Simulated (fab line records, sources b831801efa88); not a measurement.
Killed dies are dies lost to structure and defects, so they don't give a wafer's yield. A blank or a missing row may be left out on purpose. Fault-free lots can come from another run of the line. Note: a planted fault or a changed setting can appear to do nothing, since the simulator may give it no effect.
fab line records	flow gf180mcu
[record] lots = 5	wafers = 23
route steps=602 shown VT_IMPLANT@129 MVPSD@139 POLY_GATE@157 HV_LDD@182 NSD@245 PSD@254 CONTACT@287
startH: hours from the record's first day to the start of the lot's first wafer shown	waitH: hours elapsed since this lot's preceding step	" the same as in the row above	L1.1+2: several wafers, shown together as one row	- either no value or no given start	* or withheld: withheld	< > ~ a bound
route shown NAME@n: names a module that has steps shown in the file, with the first one's number in the route	usual: mean/standard deviation of fault-free wafers	same: alike in all rows	chamber/n: place in a boat	sites: each site's reading	_std_site: standard deviation across them	_edge_site: the outer-site mean with the inner-site mean subtracted	radiusMm: how far each site lies from the wafer's centre	mask NAME#n: copy n	behind: the last tool/chamber to shape the wafer	hold: reason for holding the lot/hours on hold/outcome of the hold	device: which transistor (n, p or np) failed to switch	end of line: the route-end tests of the same wafers	a step with no rows: only its recipe	killed: at the first sort, the dies lost to defects and structure; wafer yield is something else	map: the dies of a wafer, with x for killed, . for not killed, _ for no die there
set.NAME: the setting the step ran with; set.NAME@STEP: the setting that earlier step ran with	model.NAME: the simulator's own value behind a step, which no gauge read
lots run with intentionally changed settings; tables by step, rows by wafer
[[steps]]
[step GF_VT_IMPLANT_DEVELOP_39]
[recipe] developTimeS = 60	devTempC = 23
lot.wafer	tool	chamber	startH	waitH	set.devTempC
L076.1+3+4+5+6	lithoTrack-01	0	168.23	0.1	23
L077.1+3+4+5+6	lithoTrack-02	0	181.07	0.1	23
L079.1+2+3+4+5	lithoTrack-02	0	191.92	0.1	23
L080.1+6	lithoTrack-03	0	200.98	0.1	23
L080.2+4+5	"	0	"	"	20.97
L082.2+5+6	lithoTrack-01	0	218.70	0.1	23
[step GF_VT_IMPLANT_IMPLANT_41]
[recipe] species = As	energyKev = 69.47	doseCm2 = 1.013e+12	tiltDeg = 7
[step GF_VT_IMPLANT_RS_MEAS_49]
[recipe] thkMeasGauge = four-point-probe
[usual] MVPSD_RS = 1169.4/2.6
lot.wafer	tool	chamber	startH	waitH	set.doseCm2@MVPSD_IMPLANT_09	MVPSD_RS[ohm/sq]
L076.1	filmMetro-04	-	169.24	0.1	5e+12	1171.1
L076.3	"	-	"	"	5e+12	1171.5
L076.4	"	-	"	"	5.18e+12	1162.6
L076.5	"	-	"	"	5.18e+12	1162.0
L076.6	"	-	"	"	5.18e+12	1163.0
L077.1	filmMetro-03	-	182.08	0.1	5e+12	1164.5
L077.3	"	-	"	"	4.673e+12	1178.4
L077.4	"	-	"	"	5e+12	1167.7
L077.5	"	-	"	"	5e+12	1163.9
L077.6	"	-	"	"	4.673e+12	1181.8
L079.1	filmMetro-01	-	192.93	0.1	5e+12	1170.1
L079.2	"	-	"	"	5e+12	1168.4
L079.3	"	-	"	"	5.272e+12	1156.6
L079.4	"	-	"	"	5e+12	1171.7
L079.5	"	-	"	"	5.272e+12	1160.3
L080.1	filmMetro-04	-	201.99	0.1	4.667e+12	1184.9
L080.2	"	-	"	"	5e+12	1171.4
L080.4	"	-	"	"	4.667e+12	1186.3
L080.5	"	-	"	"	4.667e+12	1189.0
L080.6	"	-	"	"	5e+12	1169.1
L082.2	filmMetro-03	-	219.71	0.1	5e+12	1167.3
L082.5	"	-	"	"	5e+12	1168.9
L082.6	"	-	"	"	5e+12	1167.8
[step GF_POLY_GATE_CVD_00]
[recipe] material = poly-Si	targetThkNm = 200	tempC = 620	timeS = 1200	pressureMtorr = 200
lot.wafer	tool	chamber	startH	waitH	set.tempC	model.poly-Si_of_POLY_GATE_CVD_00.thkNm
L076.1	-	-	-	0.0	629.3	245
L076.3	"	-	"	"	629.3	246.7
L076.4	"	-	"	"	629.3	245.5
L076.5	"	-	"	"	629.3	245.8
L076.6	"	-	"	"	629.3	244.9
L077.1	-	-	-	0.0	633.2	269.8
L077.3	"	-	"	"	633.2	270.7
L077.4	"	-	"	"	633.2	269.5
L077.5	"	-	"	"	633.2	269.9
L077.6	"	-	"	"	633.2	269
L079.1	-	-	-	0.0	620	200.3
L079.2+4	"	-	"	"	620	199.7
L079.3	"	-	"	"	620	200.1
L079.5	"	-	"	"	620	197.8
L080.1	-	-	-	0.0	631.3	263.7
L080.2	"	-	"	"	631.3	262.3
L080.4	"	-	"	"	631.3	263.8
L080.5+6	"	-	"	"	631.3	263.1
L082.2	lpcvd-01	1	240.49	0.0	620	199.6
L082.5	"	1	"	"	620	198.5
L082.6	"	1	"	"	620	199.2
[step GF_POLY_GATE_THK_MEAS_01]
[recipe] reads = poly-Si_of_POLY_GATE_CVD_00
[usual] POLY_GATE_CVD_00_THK = 199.9/1.8
lot.wafer	tool	chamber	startH	waitH	set.tempC@POLY_GATE_CVD_00	POLY_GATE_CVD_00_THK[nm]
L076.1	filmMetro-03	-	-	-	629.3	244.9
L076.3	"	-	"	"	629.3	246.8
L076.4	"	-	"	"	629.3	245.5
L076.5	"	-	"	"	629.3	245.8
L076.6	"	-	"	"	629.3	245.1
L077.1	filmMetro-02	-	-	-	633.2	269.7
L077.3	"	-	"	"	633.2	270.7
L077.4	"	-	"	"	633.2	269.4
L077.5	"	-	"	"	633.2	269.9
L077.6	"	-	"	"	633.2	269.2
L079.1	filmMetro-02	-	-	-	620	200.3
L079.2	"	-	"	"	620	199.7
L079.3	"	-	"	"	620	200.2
L079.4	"	-	"	"	620	199.8
L079.5	"	-	"	"	620	197.7
L080.1	filmMetro-03	-	-	-	631.3	263.7
L080.2	"	-	"	"	631.3	262.3
L080.4	"	-	"	"	631.3	264.0
L080.5	"	-	"	"	631.3	263.3
L080.6	"	-	"	"	631.3	263.3
L082.2	filmMetro-04	-	241.84	0.0	620	199.6
L082.5	"	-	"	"	620	198.6
L082.6	"	-	"	"	620	199.3
[step GF_POLY_GATE_OXIDATION_16]
[recipe] tempC = 850	ambient = O2	stabiliseS = 600	purgeS = 300	targetThkA = 40	oxTimeS = 899
lot.wafer	tool	chamber	startH	waitH	set.tempC	model.SiO2_of_POLY_GATE_OXIDATION_16.thkNm
L076.1+3	-	-	-	1.0	843.6	3.67
L076.4	"	-	"	"	843.6	3.593
L076.5	"	-	"	"	843.6	3.694
L076.6	"	-	"	"	843.6	3.696
L077.1	-	-	-	1.6	850	3.945
L077.3	"	-	"	"	850	3.918
L077.4	"	-	"	"	850	3.98
L077.5	"	-	"	"	850	3.986
L077.6	"	-	"	"	850	3.961
L079.1	-	-	-	0.0	850	4.034
L079.2	"	-	"	"	850	4.046
L079.3	"	-	"	"	850	3.967
L079.4	"	-	"	"	850	4.063
L079.5	"	-	"	"	850	4.035
L080.1	-	-	-	0.0	843.4	3.814
L080.2+5	"	-	"	"	843.4	3.818
L080.4	"	-	"	"	843.4	3.826
L080.6	"	-	"	"	843.4	3.794
L082.2	furnace-02	0	261.51	0.9	850	4.105
L082.5	"	0	"	"	850	4.154
L082.6	"	0	"	"	850	4.134
[step GF_HV_LDD_DEVELOP_06]
[recipe] developTimeS = 60	devTempC = 23
lot.wafer	tool	chamber	startH	waitH	set.developTimeS
L076.1+3	lithoTrack-03	0	228.08	0.1	60
L076.4+5+6	"	0	"	"	55.65
L077.1+5+6	lithoTrack-01	0	243.18	0.1	51.34
L077.3+4	"	0	"	"	60
L079.1+2+3+4+5	lithoTrack-01	0	257.08	0.1	60
L080.1+2+4+5+6	lithoTrack-01	0	264.03	0.1	60
L082.2+5+6	lithoTrack-03	0	282.05	0.1	60
[step GF_HV_LDD_CD_MEAS_07]
[recipe] targetCdNm = 400
[usual] cdNm = 401.2/1.8
lot.wafer	tool	chamber	startH	waitH	set.developTimeS@HV_LDD_DEVELOP_06	cdNm
L076.1	cdSem-02	-	228.23	0.1	60	403.7
L076.3	"	-	"	"	60	401.0
L076.4	"	-	"	"	55.65	395.2
L076.5	"	-	"	"	55.65	396.2
L076.6	"	-	"	"	55.65	395.2
L077.1	cdSem-02	-	243.33	0.1	51.34	385.2
L077.3	"	-	"	"	60	397.5
L077.4	"	-	"	"	60	397.8
L077.5	"	-	"	"	51.34	381.6
L077.6	"	-	"	"	51.34	385.7
L079.1	cdSem-02	-	257.23	0.1	60	402.6
L079.2	"	-	"	"	60	400.1
L079.3	"	-	"	"	60	399.6
L079.4	"	-	"	"	60	401.1
L079.5	"	-	"	"	60	399.7
L080.1	cdSem-01	-	264.18	0.1	60	400.6
L080.2	"	-	"	"	60	401.1
L080.4	"	-	"	"	60	399.7
L080.5	"	-	"	"	60	400.2
L080.6	"	-	"	"	60	399.2
L082.2	cdSem-01	-	282.20	0.1	60	401.4
L082.5	"	-	"	"	60	399.1
L082.6	"	-	"	"	60	402.4
[step GF_HV_LDD_IMPLANT_09]
[recipe] species = As	energyKev = 40	doseCm2 = 1e+14	tiltDeg = 7
lot.wafer	tool	chamber	startH	waitH	set.doseCm2
L076.1+3+6	implanter-01	0	228.39	0.0	1.136e+14
L076.4+5	"	0	"	"	1e+14
L077.1+6	implanter-01	0	243.48	0.0	1e+14
L077.3+4+5	"	0	"	"	8.306e+13
L079.1+2+3	implanter-01	0	257.38	0.0	1e+14
L079.4+5	"	0	"	"	1.118e+14
L080.1+2+6	implanter-02	0	264.33	0.0	1e+14
L080.4+5	"	0	"	"	1.09e+14
L082.2+5+6	implanter-01	0	282.36	0.0	1e+14
[step GF_HV_LDD_STRIP_10]
[recipe] chemistry = O2/N2	powerW = 1400	pressureMtorr = 1500	platenTempC = 250	o2FlowSccm = 3000	n2FlowSccm = 300	overashFraction = 0.5
[step GF_HV_LDD_TW_MEAS_11]
[usual] HV_LDD_TW = 2414/40
lot.wafer	tool	chamber	startH	waitH	set.doseCm2@HV_LDD_IMPLANT_09	HV_LDD_TW
L076.1	filmMetro-01	-	228.64	0.1	1.136e+14	2441
L076.3	"	-	"	"	1.136e+14	2441
L076.4	"	-	"	"	1e+14	2361
L076.5	"	-	"	"	1e+14	2362
L076.6	"	-	"	"	1.136e+14	2437
L077.1	filmMetro-04	-	243.73	0.1	1e+14	2445
L077.3	"	-	"	"	8.306e+13	2329
L077.4	"	-	"	"	8.306e+13	2307
L077.5	"	-	"	"	8.306e+13	2323
L077.6	"	-	"	"	1e+14	2443
L079.1	filmMetro-01	-	257.63	0.1	1e+14	2365
L079.2	"	-	"	"	1e+14	2348
L079.3	"	-	"	"	1e+14	2360
L079.4	"	-	"	"	1.118e+14	2416
L079.5	"	-	"	"	1.118e+14	2426
L080.1	filmMetro-04	-	264.58	0.1	1e+14	2445
L080.2	"	-	"	"	1e+14	2446
L080.4	"	-	"	"	1.09e+14	2521
L080.5	"	-	"	"	1.09e+14	2500
L080.6	"	-	"	"	1e+14	2454
L082.2	filmMetro-03	-	282.59	0.1	1e+14	2430
L082.5	"	-	"	"	1e+14	2428
L082.6	"	-	"	"	1e+14	2428
[step GF_HV_LDD_COAT_41]
[recipe] resist = NOVOLAK	spinRpm = 3000	resistThkNm = 1000
lot.wafer	tool	chamber	startH	waitH	set.spinRpm
L076.1+5+6	lithoTrack-03	0	275.18	0.1	2873
L076.3+4	"	0	"	"	3000
L077.1+3	lithoTrack-03	0	291.93	0.1	2856
L077.4+5+6	"	0	"	"	3000
L079.1+3+4	lithoTrack-04	0	308.06	0.1	3000
L079.2+5	"	0	"	"	2843
L080.1+4+5	lithoTrack-04	0	315.41	0.1	3000
L080.2+6	"	0	"	"	2819
L082.2+5+6	lithoTrack-03	0	335.25	0.1	3000
[step GF_HV_LDD_SOFTBAKE_42]
[recipe] tempC = 90	timeS = 60	resist = NOVOLAK
[step GF_HV_LDD_EXPOSE_43]
[recipe] maskId = Pplus_HV_AREA	targetCdNm = 400	na = 0.6	sourceShape = conventional	sigmaOuter = 0.6	doseMj = 140
[step GF_HV_LDD_IMPLANT_48]
[recipe] species = B	energyKev = 25	doseCm2 = 3e+13	tiltDeg = 7
[step GF_HV_LDD_STRIP_49]
[recipe] chemistry = O2/N2	powerW = 1400	pressureMtorr = 1500	platenTempC = 250	o2FlowSccm = 3000	n2FlowSccm = 300	overashFraction = 0.5
[usual] stripTimeToEndpointS = 12.62/0.031
lot.wafer	tool	chamber	startH	waitH	set.spinRpm@HV_LDD_COAT_41	stripTimeToEndpointS
L076.1	plasmaAsher-04	0	285.40	0.1	2873	12.84
L076.3	"	1	"	"	3000	12.64
L076.4	"	0	"	"	3000	12.63
L076.5	"	1	"	"	2873	12.78
L076.6	"	0	"	"	2873	12.80
L077.1	plasmaAsher-01	1	302.97	0.1	2856	12.87
L077.3	"	1	"	"	2856	12.88
L077.4	"	0	"	"	3000	12.67
L077.5	"	1	"	"	3000	12.66
L077.6	"	0	"	"	3000	12.66
L079.1	plasmaAsher-04	1	318.38	0.1	3000	12.66
L079.2	"	0	"	"	2843	12.89
L079.3	"	1	"	"	3000	12.66
L079.4	"	0	"	"	3000	12.63
L079.5	"	1	"	"	2843	12.88
L080.1	plasmaAsher-04	1	326.97	0.1	3000	12.69
L080.2	"	0	"	"	2819	12.94
L080.4	"	1	"	"	3000	12.67
L080.5	"	1	"	"	3000	12.66
L080.6	"	0	"	"	2819	12.95
L082.2	plasmaAsher-02	1	347.48	0.1	3000	12.62
L082.5	"	0	"	"	3000	12.61
L082.6	"	1	"	"	3000	12.64
[step GF_HV_LDD_CLEAN_51]
[recipe] chemistry = SC1/SC2	mix = 1:4:20	tempC = 70	timeS = 150	dry = n2Spin
[step GF_HV_LDD_RTA_52]
[recipe] tempC = 1000	timeS = 10	ambient = N2
[step GF_HV_LDD_RS_MEAS_53]
[recipe] thkMeasGauge = four-point-probe
[usual] HV_LDD_RS = 418.3/0.96
lot.wafer	tool	chamber	startH	waitH	set.doseCm2@HV_LDD_IMPLANT_09	HV_LDD_RS[ohm/sq]
L076.1	filmMetro-04	-	285.68	0.1	1.136e+14	395.1
L076.3	"	-	"	"	1.136e+14	394.6
L076.4	"	-	"	"	1e+14	418.8
L076.5	"	-	"	"	1e+14	419.6
L076.6	"	-	"	"	1.136e+14	395.1
L077.1	filmMetro-01	-	303.25	0.1	1e+14	419.4
L077.3	"	-	"	"	8.306e+13	453.8
L077.4	"	-	"	"	8.306e+13	452.9
L077.5	"	-	"	"	8.306e+13	454.3
L077.6	"	-	"	"	1e+14	419.7
L079.1	filmMetro-04	-	318.66	0.1	1e+14	420.6
L079.2	"	-	"	"	1e+14	420.4
L079.3	"	-	"	"	1e+14	420.1
L079.4	"	-	"	"	1.118e+14	398.4
L079.5	"	-	"	"	1.118e+14	398.2
L080.1	filmMetro-01	-	327.24	0.1	1e+14	417.9
L080.2	"	-	"	"	1e+14	417.6
L080.4	"	-	"	"	1.09e+14	403.9
L080.5	"	-	"	"	1.09e+14	402.8
L080.6	"	-	"	"	1e+14	419.1
L082.2	filmMetro-01	-	347.81	0.1	1e+14	418.4
L082.5	"	-	"	"	1e+14	419.2
L082.6	"	-	"	"	1e+14	418.2
[step GF_HV_LDD_CVD_56]
[recipe] material = Si3N4	precursor = DCS/NH3	targetThkNm = 90	tempC = 770	timeS = 1543	pressureMtorr = 250
lot.wafer	tool	chamber	startH	waitH	set.timeS
L076.1+3+4+5+6	-	-	-	0.1	1481
L077.1+3+4+5+6	-	-	-	0.1	1543
L079.1+2+3+4+5	-	-	-	0.1	1663
L080.1+2+4+5+6	-	-	-	0.1	1355
L082.2+5+6	lpcvd-01	0	348.99	0.0	1543
[step GF_HV_LDD_ETCHBACK_58]
[recipe] chemistry = CH3F/O2	target = Si3N4	stopOn = SiO2	sourceW = 400	biasW = 80	pressureMtorr = 25	ch3fFlowSccm = 40	O2_flow_sccm = 30	timeS = 100	targetDepthA = 900
[usual] oesProductAu = 0.841/0.0053
lot.wafer	tool	chamber	startH	waitH	set.timeS@HV_LDD_CVD_56	oesProductAu
L076.1	rieDiel-02	0	288.42	0.1	1481	0.824
L076.3	"	1	"	"	1481	0.814
L076.4	"	3	"	"	1481	0.821
L076.5	"	0	"	"	1481	0.815
L076.6	"	1	"	"	1481	0.822
L077.1	rieDiel-01	0	306.53	0.1	1543	0.839
L077.3	"	1	"	"	1543	0.843
L077.4	"	3	"	"	1543	0.835
L077.5	"	2	"	"	1543	0.842
L077.6	"	1	"	"	1543	0.846
L079.1	rieDiel-02	2	321.35	0.1	1663	0.884
L079.2	"	1	"	"	1663	0.869
L079.3	"	3	"	"	1663	0.880
L079.4	"	0	"	"	1663	0.868
L079.5	"	1	"	"	1663	0.879
L080.1	rieDiel-01	0	329.93	0.1	1355	0.793
L080.2	"	2	"	"	1355	0.790
L080.4	"	1	"	"	1355	0.787
L080.5	"	0	"	"	1355	0.783
L080.6	"	2	"	"	1355	0.787
L082.2	rieDiel-04	2	351.19	0.0	1543	0.848
L082.5	"	3	"	"	1543	0.846
L082.6	"	2	"	"	1543	0.850
[step GF_NSD_IMPLANT_10]
[recipe] species = P	energyKev = 40	doseCm2 = 5e+14	tiltDeg = 7
lot.wafer	tool	chamber	startH	waitH	set.energyKev
L076.1+4	implanter-04	0	309.28	0.1	40
L076.3+5+6	"	0	"	"	42.36
L077.1+3+4+5+6	implanter-01	0	327.78	0.1	40
L079.1+2+3+4+5	implanter-01	0	343.98	0.1	40
L080.1+2+6	implanter-03	0	352.23	0.1	40
L080.4+5	"	0	"	"	41.61
L082.2+5+6	implanter-03	0	374.40	0.1	40
[step GF_PSD_DEVELOP_06]
[recipe] developTimeS = 60	devTempC = 23
lot.wafer	tool	chamber	startH	waitH	set.devTempC
L076.1+4+6	lithoTrack-04	0	330.76	0.1	21.12
L076.3+5	"	0	"	"	23
L077.1+5	lithoTrack-02	0	349.67	0.1	19.79
L077.3+4+6	"	0	"	"	23
L079.1+2+3	lithoTrack-03	0	366.93	0.1	24.41
L079.4+5	"	0	"	"	23
L080.1+4	lithoTrack-03	0	375.18	0.1	25.2
L080.2+5+6	"	0	"	"	23
L082.2+5+6	lithoTrack-02	0	398.19	0.1	23
[step GF_PSD_CD_MEAS_07]
[recipe] targetCdNm = 400
[usual] cdNm = 399.0/2.2
lot.wafer	tool	chamber	startH	waitH	set.devTempC@PSD_DEVELOP_06	cdNm
L076.1	cdSem-01	-	330.91	0.1	21.12	405.0
L076.3	"	-	"	"	23	400.3
L076.4	"	-	"	"	21.12	403.8
L076.5	"	-	"	"	23	397.6
L076.6	"	-	"	"	21.12	404.7
L077.1	cdSem-02	-	349.82	0.1	19.79	414.8
L077.3	"	-	"	"	23	403.2
L077.4	"	-	"	"	23	404.0
L077.5	"	-	"	"	19.79	414.1
L077.6	"	-	"	"	23	403.7
L079.1	cdSem-01	-	367.08	0.1	24.41	392.4
L079.2	"	-	"	"	24.41	391.1
L079.3	"	-	"	"	24.41	390.7
L079.4	"	-	"	"	23	397.4
L079.5	"	-	"	"	23	400.7
L080.1	cdSem-02	-	375.33	0.1	25.2	387.9
L080.2	"	-	"	"	23	397.5
L080.4	"	-	"	"	25.2	389.2
L080.5	"	-	"	"	23	398.6
L080.6	"	-	"	"	23	396.4
L082.2	cdSem-02	-	398.34	0.1	23	400.7
L082.5	"	-	"	"	23	399.8
L082.6	"	-	"	"	23	399.6
[step GF_PSD_IMPLANT_09]
[recipe] species = BF2	energyKev = 40	doseCm2 = 1.5e+15	tiltDeg = 7
[step GF_PSD_CLEAN_12]
[recipe] chemistry = SC1/SC2	mix = 1:4:20	tempC = 70	timeS = 150	dry = n2Spin
[step GF_PSD_RTA_13]
[recipe] tempC = 1025	timeS = 20	ambient = N2
[step GF_PSD_RS_MEAS_14]
[recipe] thkMeasGauge = four-point-probe
[usual] NSD_RS = 46.11/0.068
lot.wafer	tool	chamber	startH	waitH	set.energyKev@NSD_IMPLANT_10	NSD_RS[ohm/sq]
L076.1	filmMetro-04	-	331.51	0.1	40	46.04
L076.3	"	-	"	"	42.36	46.45
L076.4	"	-	"	"	40	46.09
L076.5	"	-	"	"	42.36	46.38
L076.6	"	-	"	"	42.36	46.36
L077.1	filmMetro-04	-	350.42	0.1	40	46.16
L077.3	"	-	"	"	40	46.05
L077.4	"	-	"	"	40	46.16
L077.5	"	-	"	"	40	46.15
L077.6	"	-	"	"	40	46.17
L079.1	filmMetro-04	-	367.68	0.1	40	46.05
L079.2	"	-	"	"	40	46.07
L079.3	"	-	"	"	40	46.03
L079.4	"	-	"	"	40	46.14
L079.5	"	-	"	"	40	46.14
L080.1	filmMetro-02	-	375.94	0.1	40	46.13
L080.2	"	-	"	"	40	46.08
L080.4	"	-	"	"	41.61	46.48
L080.5	"	-	"	"	41.61	46.43
L080.6	"	-	"	"	40	46.17
L082.2	filmMetro-02	-	398.94	0.1	40	46.00
L082.5	"	-	"	"	40	46.10
L082.6	"	-	"	"	40	46.08
[step GF_CONTACT_CVD_00]
[recipe] material = SiO2	targetThkNm = 300	sigmaOpenFrac = 0.3	tempC = 400	timeS = 50	sih4FlowSccm = 60	pressureMtorr = 6
lot.wafer	tool	chamber	startH	waitH	set.sih4FlowSccm	model.SiO2_of_CONTACT_CVD_00.thkNm
L076.1	hdpcvd-02	2	355.43	0.1	62.67	312.3
L076.3	"	0	"	"	60	302.2
L076.4	"	2	"	"	62.67	313
L076.5	"	1	"	"	62.67	312.7
L076.6	"	0	"	"	60	301.1
L077.1	hdpcvd-02	2	374.47	0.1	55.52	276.8
L077.3	"	0	"	"	60	299.8
L077.4	"	1	"	"	55.52	278.8
L077.5	"	0	"	"	60	301.3
L077.6	"	2	"	"	55.52	276.9
L079.1	hdpcvd-02	0	392.37	0.1	67.53	339.1
L079.2	"	1	"	"	60	296.1
L079.3	"	2	"	"	60	299.4
L079.4	"	1	"	"	67.53	337.5
L079.5	"	2	"	"	60	297.6
L080.1	hdpcvd-01	1	400.93	0.1	60	299.9
L080.2	"	0	"	"	62.8	317.9
L080.4	"	1	"	"	62.8	313.3
L080.5	"	1	"	"	62.8	311.9
L080.6	"	0	"	"	60	301.5
L082.2	hdpcvd-01	1	424.63	0.1	60	297.7
L082.5	"	1	"	"	60	299.2
L082.6	"	2	"	"	60	297.2
[step GF_CONTACT_THK_MEAS_01]
[recipe] reads = SiO2_of_CONTACT_CVD_00
[usual] CONTACT_CVD_00_THK = 299/3.1
lot.wafer	tool	chamber	startH	waitH	set.sih4FlowSccm@CONTACT_CVD_00	CONTACT_CVD_00_THK[nm]
L076.1	filmMetro-04	-	355.47	0.0	62.67	312
L076.3	"	-	"	"	60	302
L076.4	"	-	"	"	62.67	313
L076.5	"	-	"	"	62.67	313
L076.6	"	-	"	"	60	301
L077.1	filmMetro-03	-	374.51	0.0	55.52	277
L077.3	"	-	"	"	60	300
L077.4	"	-	"	"	55.52	279
L077.5	"	-	"	"	60	301
L077.6	"	-	"	"	55.52	277
L079.1	filmMetro-01	-	392.44	0.0	67.53	339
L079.2	"	-	"	"	60	296
L079.3	"	-	"	"	60	300
L079.4	"	-	"	"	67.53	337
L079.5	"	-	"	"	60	298
L080.1	filmMetro-01	-	401.00	0.0	60	300
L080.2	"	-	"	"	62.8	318
L080.4	"	-	"	"	62.8	314
L080.5	"	-	"	"	62.8	312
L080.6	"	-	"	"	60	301
L082.2	filmMetro-03	-	424.68	0.0	60	298
L082.5	"	-	"	"	60	299
L082.6	"	-	"	"	60	297
[[key]]
[split] step = GF_VT_IMPLANT_DEVELOP_39	setting = devTempC	stated = 23	by = wafer
response none clear
[split] step = GF_POLY_GATE_CVD_00	setting = tempC	stated = 620	by = lot
[response] step = GF_POLY_GATE_CVD_00	reading = model.poly-Si_of_POLY_GATE_CVD_00.thkNm	change = +33.4	per = 1%	r = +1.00
[response] step = GF_POLY_GATE_THK_MEAS_01	reading = POLY_GATE_CVD_00_THK	change = +33.4	per = 1%	r = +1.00
[split] step = GF_POLY_GATE_OXIDATION_16	setting = tempC	stated = 850	by = lot
[response] step = GF_POLY_GATE_OXIDATION_16	reading = model.SiO2_of_POLY_GATE_OXIDATION_16.thkNm	change = +0.371	per = 1%	r = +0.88
[split] step = GF_HV_LDD_DEVELOP_06	setting = developTimeS	stated = 60	by = wafer
[response] step = GF_HV_LDD_CD_MEAS_07	reading = cdNm	change = +0.937	per = 1%	r = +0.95
[split] step = GF_HV_LDD_IMPLANT_09	setting = doseCm2	stated = 1e+14	by = wafer
[response] step = GF_HV_LDD_TW_MEAS_11	reading = HV_LDD_TW	change = +6.47	per = 1%	r = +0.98
[response] step = GF_HV_LDD_RS_MEAS_53	reading = HV_LDD_RS	change = -1.88	per = 1%	r = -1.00
[split] step = GF_HV_LDD_COAT_41	setting = spinRpm	stated = 3000	by = wafer
[response] step = GF_HV_LDD_STRIP_49	reading = stripTimeToEndpointS	change = *	per = 1%	r = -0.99
[split] step = GF_HV_LDD_CVD_56	setting = timeS	stated = 1543	by = lot
[response] step = GF_HV_LDD_ETCHBACK_58	reading = oesProductAu	change = +0.00447	per = 1%	r = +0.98
[split] step = GF_NSD_IMPLANT_10	setting = energyKev	stated = 40	by = wafer
[response] step = GF_PSD_RS_MEAS_14	reading = NSD_RS	change = +0.0643	per = 1%	r = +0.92
[split] step = GF_PSD_DEVELOP_06	setting = devTempC	stated = 23	by = wafer
[response] step = GF_PSD_CD_MEAS_07	reading = cdNm	change = -0.844	per = 1%	r = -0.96
[split] step = GF_CONTACT_CVD_00	setting = sih4FlowSccm	stated = 60	by = wafer
[response] step = GF_CONTACT_CVD_00	reading = model.SiO2_of_CONTACT_CVD_00.thkNm	change = +3.12	per = 1%	r = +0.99
[response] step = GF_CONTACT_THK_MEAS_01	reading = CONTACT_CVD_00_THK	change = +3.12	per = 1%	r = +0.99
split outsideThisFile step=GF_MVPSD_IMPLANT_09 setting=doseCm2
// split outsideThisFile: this setting was split too, and the file shows its column; the key of that split is in another file
